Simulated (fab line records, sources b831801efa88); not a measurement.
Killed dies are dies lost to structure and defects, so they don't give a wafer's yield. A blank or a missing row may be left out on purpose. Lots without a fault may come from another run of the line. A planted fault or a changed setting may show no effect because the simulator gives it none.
fab line records | flow sfq_line
record lots=6 wafers=18 last_day=86
route steps=325 shown I1@81 M2@88
lots that met no fault: from a run of the same line without faults
start_h: hours from the record's first day to the start of the lot's first wafer shown | wait_h: hours since the lot's step before | " the same as in the row above | L1.1+2: a row that stands for several wafers | - no value, or no start given | * or withheld: withheld | < > ~ a bound
route shown NAME@n: a module of which the file shows steps, and the number in the route of the first | usual: mean/standard deviation of fault-free wafers | same: alike in all rows | chamber/n: place in a boat | sites: the reading at each site | _std_site: their standard deviation | _edge_site: outer sites' mean less inner sites' | radius_mm: how far each site lies from the wafer's centre | mask NAME#n: copy n | behind: the tool/chamber that last shaped the wafer | hold: why the lot was held/for how many hours/how that ended | device: the transistor (n, p or np) that didn't switch | end of line: the same wafers' tests at the end of the route | a step without rows: its recipe alone | killed: dies lost to structure and defects at the first sort, not the wafer's yield | map: a wafer's dies, x killed, . not, _ none there
set.NAME: the setting as run; set.NAME@STEP: as run at that earlier step | model.NAME: the simulator's own value behind a step, which no gauge read
lots at some steps of the route; a table a step, a row a wafer
services: from which hour (start_h, from the record's first day; less than 0 if before it) a tool's chamber was out of use, for how many hours, and why
## steps
# step SFQ_TRILAYER_I1_VIA_LITHO_PEB_052
# recipe peb_temp_c=115 peb_time_s=60 resist=KrF
# step SFQ_TRILAYER_I1_VIA_LITHO_DEVELOP_051
# recipe time_s=60 resist=KrF
# step SFQ_I1_OVL_MEAS_913
# usual I1_OVL=0/6.5
# columns lot.wafer tool chamber start_h wait_h I1_OVL[nm]
L468.1 overlay-01 - 413.70 0.1 10
L468.2 " - " " 10
L468.4 " - " " 11
L469.1 overlay-02 - 676.91 0.1 -1
L469.5 " - " " -5
L469.6 " - " " -3
L473.2 overlay-02 - 747.84 0.1 -6
L473.5 " - " " -1
L473.6 " - " " -6
L474.4 overlay-01 - 761.18 0.1 -11
L474.5 " - " " -2
L474.6 " - " " -6
L482.2 overlay-02 - 828.04 0.1 10
L482.5 " - " " -5
L482.6 " - " " 1
L486.2 overlay-02 - 836.44 0.1 3
L486.5 " - " " 10
L486.6 " - " " 5
# step SFQ_TRILAYER_I1_VIA_BARC_OPEN_VIA_ETCH_071
# recipe mask_material=PR chemistry=O2 target_depth_nm=125 target=BARC source_w=500 bias_w=80 pressure_mtorr=30 time_s=41.7
# usual bias_w=79.98/0.23 drypump_motor_current_A=5.8/0.41 oes_product_au=0.687/0.0044
# columns lot.wafer tool chamber start_h wait_h bias_w drypump_motor_current_A oes_product_au rf_hours_counter_h
L468.1 rie_diel-02 0 413.74 0.0 79.69 5.9 0.693 49
L468.2 " 1 " " 79.78 6.4 0.687 1
L468.4 " 2 " " 79.62 5.0 0.693 58
L469.1 rie_diel-02 2 676.95 0.0 80.09 5.0 0.681 61
L469.5 " 2 " " 80.52 5.0 0.679 -
L469.6 " 1 " " 80.28 6.5 0.690 -
L473.2 rie_diel-03 2 747.87 0.0 79.93 5.8 0.689 23
L473.5 " 1 " " 80.38 6.2 0.688 -
L473.6 " 0 " " 79.71 6.1 0.692 -
L474.4 rie_diel-04 1 761.20 0.0 80.07 5.4 0.679 1
L474.5 " 3 " " 79.97 5.9 0.680 -
L474.6 " 0 " " 80.47 6.2 0.691 -
L482.2 rie_diel-02 2 828.07 0.0 80.19 5.0 0.686 2
L482.5 " 1 " " 80.00 6.5 0.686 -
L482.6 " 0 " " 79.80 5.9 0.685 -
L486.2 rie_diel-03 2 836.47 0.0 80.00 5.8 0.685 24
L486.5 " 1 " " 79.64 6.2 0.688 -
L486.6 " 2 " " 79.72 5.8 0.686 -
# step SFQ_TRILAYER_I1_VIA_ETCH_VIA_ETCH_052
# recipe target=SiO2 stop_on=Nb mask_material=PR taper_deg=20 chemistry=CHF3 target_depth_nm=260 source_w=500 bias_w=80 pressure_mtorr=30 time_s=withheld
# usual bias_w=80.01/0.24 drypump_motor_current_A=5.8/0.41 oes_product_au=0.853/0.0048
# columns lot.wafer tool chamber start_h wait_h bias_w drypump_motor_current_A oes_product_au
L468.1 rie_diel-02 0 413.78 0.0 79.56 5.9 0.861
L468.2 " 1 " " 79.76 6.4 0.862
L468.4 " 2 " " 80.34 5.0 0.855
L469.1 rie_diel-02 2 676.99 0.0 79.91 5.0 0.852
L469.5 " 2 " " 79.97 5.0 0.857
L469.6 " 1 " " 79.92 6.4 0.860
L473.2 rie_diel-03 2 747.91 0.0 80.01 5.8 0.853
L473.5 " 1 " " 80.07 6.3 0.851
L473.6 " 0 " " 79.98 6.1 0.855
L474.4 rie_diel-04 1 761.24 0.0 80.09 5.5 0.855
L474.5 " 3 " " 79.77 5.9 0.857
L474.6 " 0 " " 79.80 6.2 0.852
L482.2 rie_diel-02 2 828.11 0.0 79.65 5.0 0.853
L482.5 " 1 " " 80.17 6.4 0.848
L482.6 " 0 " " 80.16 5.9 0.852
L486.2 rie_diel-03 2 836.51 0.0 80.08 5.9 0.853
L486.5 " 1 " " 79.76 6.2 0.848
L486.6 " 2 " " 79.75 5.8 0.849
# step SFQ_TRILAYER_I1_VIA_STRIP_STRIP_053
# recipe gas=O2 power_w=200 platen_temp_c=40 overash_fraction=0.65 chemistry=O2 pressure_mtorr=50
# usual drypump_motor_current_A=5.8/0.64 oes_product_au=0.998/0.0069
# columns lot.wafer tool chamber start_h wait_h drypump_motor_current_A oes_product_au rf_hours_counter_h
L468.1 rie_metal-03 0 413.89 - 6.6 1.000 147
L468.2 " 1 " " 6.1 0.996 152
L468.4 " 1 " " 6.1 0.993 -
L469.1 rie_metal-03 1 677.10 - 6.1 0.989 28
L469.5 " 1 " " 6.1 0.987 -
L469.6 " 0 " " 6.6 0.991 -
L473.2 rie_metal-02 0 748.02 - 6.2 0.993 112
L473.5 " 1 " " 5.2 1.001 -
L473.6 " 0 " " 6.1 1.000 -
L474.4 rie_metal-02 0 761.55 - 6.1 0.996 -
L474.5 " 0 " " 6.1 0.992 -
L474.6 " 1 " " 5.2 0.991 -
L482.2 rie_metal-02 1 828.22 - 5.2 0.996 121
L482.5 " 1 " " 5.2 1.000 -
L482.6 " 0 " " 6.1 1.003 -
L486.2 rie_metal-03 1 836.62 - 6.1 0.994 54
L486.5 " 0 " " 6.6 1.003 -
L486.6 " 1 " " 6.1 0.990 -
# step SFQ_TRILAYER_I1_VIA_STRIP_SOLV_CLEAN_054
# recipe chemistry=NMP temp_c=70 time_s=600
# step SFQ_TRILAYER_M2_DEP_PRE_CLEAN_056
# recipe gas=Ar time_s=22.5 bias_v=250
# step SFQ_TRILAYER_M2_DEP_SPUTTER_055
# recipe material=Nb base_pressure_pa=1.33e-06 chamber_pressure_pa=0.1333 substrate_temp_c=20 resputter_cathode_voltage_v=400 target_thk_nm=200 power_w=2000 time_s=133.3
# usual throttle_valve_pct=29.9/1.2
# columns lot.wafer tool chamber start_h wait_h throttle_valve_pct
L468.1 pvd_sputter-03 - 414.69 0.0 30.1
L468.2 " - " " 31.4
L468.4 " - " " 30.2
L469.1 pvd_sputter-05 - 677.90 0.0 31.5
L469.5 " - " " 28.1
L469.6 " - " " 31.5
L473.2 pvd_sputter-03 - 748.83 0.0 30.4
L473.5 " - " " 29.6
L473.6 " - " " 31.3
L474.4 pvd_sputter-05 - 762.15 0.0 30.7
L474.5 " - " " 28.1
L474.6 " - " " 31.3
L482.2 pvd_sputter-05 - 829.02 0.0 30.1
L482.5 " - " " 28.2
L482.6 " - " " 31.3
L486.2 pvd_sputter-04 - 837.42 0.0 29.3
L486.5 " - " " 30.3
L486.6 " - " " 30.9
# step SFQ_M2_RS_MEAS_914
# recipe thk_meas_gauge=four-point-probe reads=Nb_of_TRILAYER_M2_DEP_SPUTTER_055
# usual M2_NB_RS=0.893/0.0069
# columns lot.wafer tool chamber start_h wait_h M2_NB_RS[ohm/sq]
L468.1 film_metro-03 - 414.78 0.0 0.905
L468.2 " - " " 0.898
L468.4 " - " " 0.898
L469.1 film_metro-02 - 677.99 0.0 0.904
L469.5 " - " " 0.894
L469.6 " - " " 0.906
L473.2 film_metro-02 - 748.94 0.1 0.888
L473.5 " - " " 0.884
L473.6 " - " " 0.887
L474.4 film_metro-02 - 762.30 0.1 0.893
L474.5 " - " " 0.887
L474.6 " - " " 0.884
L482.2 film_metro-04 - 829.13 0.1 0.885
L482.5 " - " " 0.908
L482.6 " - " " 0.900
L486.2 film_metro-04 - 837.53 0.1 0.903
L486.5 " - " " 0.902
L486.6 " - " " 0.893
# step SFQ_TRILAYER_M2_LITHO_COAT_062
# recipe resist=BARC spin_rpm=3000 resist_thk_nm=62
# step SFQ_TRILAYER_M2_LITHO_COAT_057
# recipe resist=KrF spin_rpm=3000 resist_thk_nm=600
# columns lot.wafer tool chamber start_h wait_h model.KrF_of_TRILAYER_M2_LITHO_COAT_057.thk_nm
L468.1 litho_track-01 0 415.26 0.2 602
L468.2 " 0 " " 601.7
L468.4 " 0 " " 601.8
L469.1 litho_track-02 0 678.47 0.2 598.2
L469.5 " 0 " " 601.1
L469.6 " 0 " " 598.5
L473.2 litho_track-01 0 749.45 0.2 487.7
L473.5 " 0 " " 488.3
L473.6 " 0 " " 488.1
L474.4 litho_track-01 0 762.87 0.2 488
L474.5 " 0 " " 487.5
L474.6 " 0 " " 487.9
L482.2 litho_track-02 0 829.64 0.2 598.1
L482.5 " 0 " " 595.8
L482.6 " 0 " " 597.8
L486.2 litho_track-01 0 838.04 0.2 601.3
L486.5 " 0 " " 601.5
L486.6 " 0 " " 601.8
# step SFQ_TRILAYER_M2_LITHO_SOFTBAKE_061
# recipe temp_c=withheld time_s=withheld resist=KrF
# step SFQ_TRILAYER_M2_LITHO_EXPOSE_058
# recipe mask_id=M2 na=0.6 source_shape=conventional sigma_outer=0.65 target_cd_nm=500 dose_mj=14.4
# step SFQ_TRILAYER_M2_LITHO_PEB_060
# recipe peb_temp_c=115 peb_time_s=60 resist=KrF
# step SFQ_TRILAYER_M2_LITHO_DEVELOP_059
# recipe time_s=60 resist=KrF
# step SFQ_M2_OVL_MEAS_916
# usual M2_OVL=-1/6
# columns lot.wafer tool chamber start_h wait_h M2_OVL[nm]
L468.1 overlay-02 - 418.50 0.1 -5
L468.2 " - " " -2
L468.4 " - " " -5
L469.1 overlay-01 - 680.42 0.1 16
L469.5 " - " " 4
L469.6 " - " " 7
L473.2 overlay-01 - 751.35 0.1 10
L473.5 " - " " 14
L473.6 " - " " 9
L474.4 overlay-01 - 764.82 0.1 8
L474.5 " - " " -1
L474.6 " - " " 3
L482.2 overlay-01 - 833.45 0.1 8
L482.5 " - " " 8
L482.6 " - " " 7
L486.2 overlay-01 - 963.97 0.1 2
L486.5 " - " " 13
L486.6 " - " " 2
# step SFQ_TRILAYER_M2_BARC_OPEN_METAL_ETCH_077
# recipe mask_material=PR chemistry=O2 target_depth_nm=125 target=BARC icp_w=583.3 bias_w=80 pressure_mtorr=10 time_s=41.7
# usual bias_w=79.98/0.23 drypump_motor_current_A=5.8/0.54 oes_product_au=0.685/0.0043
# columns lot.wafer tool chamber start_h wait_h bias_w drypump_motor_current_A oes_product_au rf_hours_counter_h model.M2.cd_nm
L468.1 rie_metal-01 0 418.54 0.0 79.71 5.3 0.689 95 500.8
L468.2 " 1 " " 80.14 6.2 0.680 45 502
L468.4 " 0 " " 79.55 5.3 0.676 - 500.6
L469.1 rie_metal-01 1 680.46 0.0 80.01 6.2 0.688 75 500.5
L469.5 " 0 " " 80.39 5.3 0.682 - 500.7
L469.6 " 1 " " 79.67 6.2 0.671 - 499.6
L473.2 rie_metal-02 0 751.38 0.0 79.99 6.1 0.677 112 492.3
L473.5 " 1 " " 79.91 5.2 0.686 - 493.3
L473.6 " 0 " " 80.35 6.2 0.693 - 492.5
L474.4 rie_metal-02 1 764.85 0.0 80.16 5.2 0.683 - 496.3
L474.5 " 0 " " 79.70 6.1 0.685 - 495.8
L474.6 " 1 " " 79.95 5.2 0.680 - 496.5
L482.2 rie_metal-01 1 833.50 0.0 79.85 6.2 0.684 - 500.4
L482.5 " 1 " " 80.31 6.2 0.683 - 499.2
L482.6 " 1 " " 79.93 6.2 0.689 - 500.7
L486.2 rie_metal-03 0 964.00 0.0 80.02 6.6 0.681 63 501.8
L486.5 " 0 " " 79.82 6.6 0.691 - 501.7
L486.6 " 1 " " 80.27 6.1 0.687 - 500.6
# step SFQ_TRILAYER_M2_ETCH_METAL_ETCH_060
# recipe target=Nb stop_on=SiO2 mask_material=PR chemistry=Cl2/Ar target_depth_nm=240 icp_w=600 bias_w=80 pressure_mtorr=10 time_s=120
# usual bias_w=80.02/0.23 drypump_motor_current_A=5.8/0.54 oes_product_au=0.894/0.0059
# columns lot.wafer tool chamber start_h wait_h bias_w drypump_motor_current_A oes_product_au rf_hours_counter_h model.KrF_of_TRILAYER_M2_LITHO_COAT_057.thk_nm model.M2.cd_nm
L468.1 rie_metal-01 0 418.60 0.0 79.82 5.3 0.884 95 383.9 499.5
L468.2 " 1 " " 80.07 6.2 0.897 45 384.3 501.9
L468.4 " 0 " " 80.01 5.3 0.893 - 384.7 499
L469.1 rie_metal-01 1 680.52 0.0 80.21 6.2 0.887 75 379.5 502
L469.5 " 0 " " 79.48 5.3 0.885 - 384 502.1
L469.6 " 1 " " 80.16 6.2 0.880 - 380.7 501.5
L473.2 rie_metal-02 0 751.44 0.0 80.02 6.1 0.898 112 269.6 491.7
L473.5 " 1 " " 79.79 5.2 0.896 - 273 492.7
L473.6 " 0 " " 79.82 6.1 0.899 - 270.4 492.4
L474.4 rie_metal-02 1 764.94 0.1 80.37 5.2 0.896 - 271.3 496.2
L474.5 " 0 " " 79.92 6.2 0.899 - 269.6 496.3
L474.6 " 1 " " 80.41 5.2 0.903 - 273.5 496.3
L482.2 rie_metal-01 1 833.64 0.1 80.20 6.2 0.902 - 379.7 500.7
L482.5 " 1 " " 80.33 6.2 0.887 - 377.8 499.5
L482.6 " 1 " " 80.34 6.2 0.890 - 379.8 501.5
L486.2 rie_metal-03 0 964.06 0.0 79.97 6.6 0.889 63 382.3 502.7
L486.5 " 0 " " 80.34 6.6 0.884 - 382.2 502.5
L486.6 " 1 " " 80.07 6.1 0.895 - 383.9 500.4
# step SFQ_TRILAYER_M2_STRIP_STRIP_061
# recipe gas=O2 power_w=200 platen_temp_c=40 overash_fraction=0.65 chemistry=O2 pressure_mtorr=50
# usual drypump_motor_current_A=5.8/0.54 oes_product_au=1.000/0.0068
# columns lot.wafer tool chamber start_h wait_h drypump_motor_current_A oes_product_au rf_hours_counter_h
L468.1 rie_metal-01 0 418.72 0.1 5.3 1.007 95
L468.2 " 1 " " 6.2 1.009 45
L468.4 " 0 " " 5.3 1.005 -
L469.1 rie_metal-01 1 680.64 0.1 6.2 0.994 75
L469.5 " 0 " " 5.3 1.003 -
L469.6 " 1 " " 6.2 0.996 -
L473.2 rie_metal-02 0 751.57 0.1 6.1 0.998 112
L473.5 " 1 " " 5.2 0.996 -
L473.6 " 0 " " 6.1 0.993 -
L474.4 rie_metal-02 1 765.22 0.2 5.2 1.001 -
L474.5 " 0 " " 6.1 0.993 -
L474.6 " 1 " " 5.2 1.002 -
L482.2 rie_metal-01 1 834.05 0.4 6.2 1.001 -
L482.5 " 1 " " 6.2 0.997 -
L482.6 " 1 " " 6.2 0.991 -
L486.2 rie_metal-03 0 964.19 0.1 6.6 0.997 63
L486.5 " 0 " " 6.6 1.002 -
L486.6 " 1 " " 6.1 1.003 -
## services
# columns tool chamber start_h hours kind
rie_diel-03 1 393.05 3.5 repair
rie_metal-03 - 431.72 1.2 repair
rie_diel-03 2 445.14 3.1 repair
rie_diel-03 - 462.68 2.8 pm
rie_diel-03 - 519.72 0.9 repair
rie_metal-03 - 574.20 1.4 repair
rie_metal-02 0 575.51 4.6 repair
rie_metal-02 0 592.82 10.0 repair
rie_metal-03 - 604.96 0.3 repair
rie_metal-01 1 616.85 12.0 repair
rie_diel-03 3 642.08 16.1 repair
rie_diel-02 0 667.67 6.0 repair
rie_diel-02 0 691.85 9.1 repair
rie_metal-01 - 695.73 14.6 pm
rie_diel-02 2 740.42 8.1 repair
rie_metal-01 - 776.70 0.8 repair
rie_diel-03 - 800.74 2.7 repair
rie_metal-03 0 863.06 8.7 repair
rie_metal-03 1 864.56 7.5 repair
rie_diel-03 1 865.09 16.6 repair
rie_metal-02 0 886.28 3.5 repair
rie_metal-03 1 893.49 1.3 repair
rie_metal-02 - 898.73 28.1 pm
rie_metal-02 1 928.93 20.3 repair
## key
first_sign none at tools or gauges
model_effect step=SFQ_TRILAYER_M2_LITHO_COAT_057 value=KrF_of_TRILAYER_M2_LITHO_COAT_057.thk_nm without=600.2 struck=487.9
model_effect step=SFQ_TRILAYER_M2_BARC_OPEN_METAL_ETCH_077 value=M2.cd_nm without=499.3 struck=494.4
model_effect step=SFQ_TRILAYER_M2_ETCH_METAL_ETCH_060 value=KrF_of_TRILAYER_M2_LITHO_COAT_057.thk_nm without=383.5 struck=271.2
met_at SFQ_TRILAYER_M2_LITHO_COAT_057
struck_wafers L473.2,L473.5,L473.6,L474.4,L474.5,L474.6
onset_between 415.26 749.45
fault kind=process_parameter_drift tool=litho_track-01 chamber=- onset_h=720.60 steps=SFQ_TRILAYER_M2_LITHO_COAT_057 channel=resist_thk_nm offset=-112.22 shape=step end_h=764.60 acts_in=these_recipes_only stated=600
